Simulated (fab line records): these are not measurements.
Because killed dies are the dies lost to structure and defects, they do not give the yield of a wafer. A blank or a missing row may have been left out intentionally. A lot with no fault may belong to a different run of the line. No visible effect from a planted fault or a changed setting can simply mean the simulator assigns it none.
Chamber matching	flow sky130	SKY_VIA4_CMP_02 on cmp-01: 4 sister chambers
The step polishes SiO2. 16 wafers are shown with their chamber, then 8 later ones without.

== EACH WAFER AND ITS CHAMBER ==
wafer	chamber	motor-current-A (A)	platen-rpm (rpm)	head-pressure-psi (psi)
L934.3	0	14.0	60.01	4.011
L934.5	2	11.6	60.01	3.994
L934.6	1	12.8	59.98	3.992
L940.2	1	13.3	59.95	4.002
L940.3	2	10.8	60.02	4.004
L940.6	1	13.6	59.97	4.012
L941.1	2	11.6	60.04	3.992
L941.2	3	10.9	60.00	4.000
L941.6	0	14.6	59.98	3.987
L943.1	2	11.2	60.01	4.008
L943.4	3	11.0	60.02	4.006
L943.6	0	14.3	59.99	4.003
L946.2	2	10.4	60.00	4.006
L946.3	3	10.7	59.99	3.987
L946.4	1	13.0	59.97	3.991
L949.2	2	11.1	59.98	3.996

SIGNATURES (averages over the wafers above)
reading	chamber 0	chamber 1	chamber 2	chamber 3	scatter within a chamber
motor-current-A	14.300	13.175	11.117	10.867	0.374
platen-rpm	59.9933	59.9675	60.0100	60.0033	0.0169
head-pressure-psi	4.00033	3.99925	4.00000	3.99767	0.00917
Rule: a wafer lies at a distance from a chamber equal to the root of the sum of squares, over the readings, of (its reading less the chamber's mean, divided by the reading's scatter). The wafer belongs to the nearest chamber; if the next one is less than 2 further off, it can't be placed. The scatter is the square root of a quotient: the sum, over the shown wafers, of each reading's squared deviation from its chamber's mean, divided by wafers minus chambers.

== WAFERS WITH NO CHAMBER GIVEN ==
wafer	motor-current-A (A)	platen-rpm (rpm)	head-pressure-psi (psi)
L949.4	14.3	60.03	4.007
L949.5	10.8	60.03	3.997
L952.2	14.1	60.02	4.023
L952.3	12.2	59.95	4.008
L952.6	11.1	60.01	3.999
L954.2	10.8	60.06	4.012
L954.3	13.6	59.98	3.994
L954.5	11.2	59.93	3.992

== WHICH CHAMBER EACH ONE RAN IN ==
wafer	from the rows above	in truth
L949.4	0	0
L949.5	can't be placed: 2 or 3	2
L952.2	can't be placed: 0 or 1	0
L952.3	can't be placed: 1 or 2 or 3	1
L952.6	can't be placed: 2 or 3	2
L954.2	can't be placed: 2 or 3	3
L954.3	can't be placed: 1 or 0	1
L954.5	can't be placed: 3 or 2 or 1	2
Placed correctly: 1 of 8. These rows do not allow placing 7 (true chamber among the candidates in 7). Placed wrongly: 0.
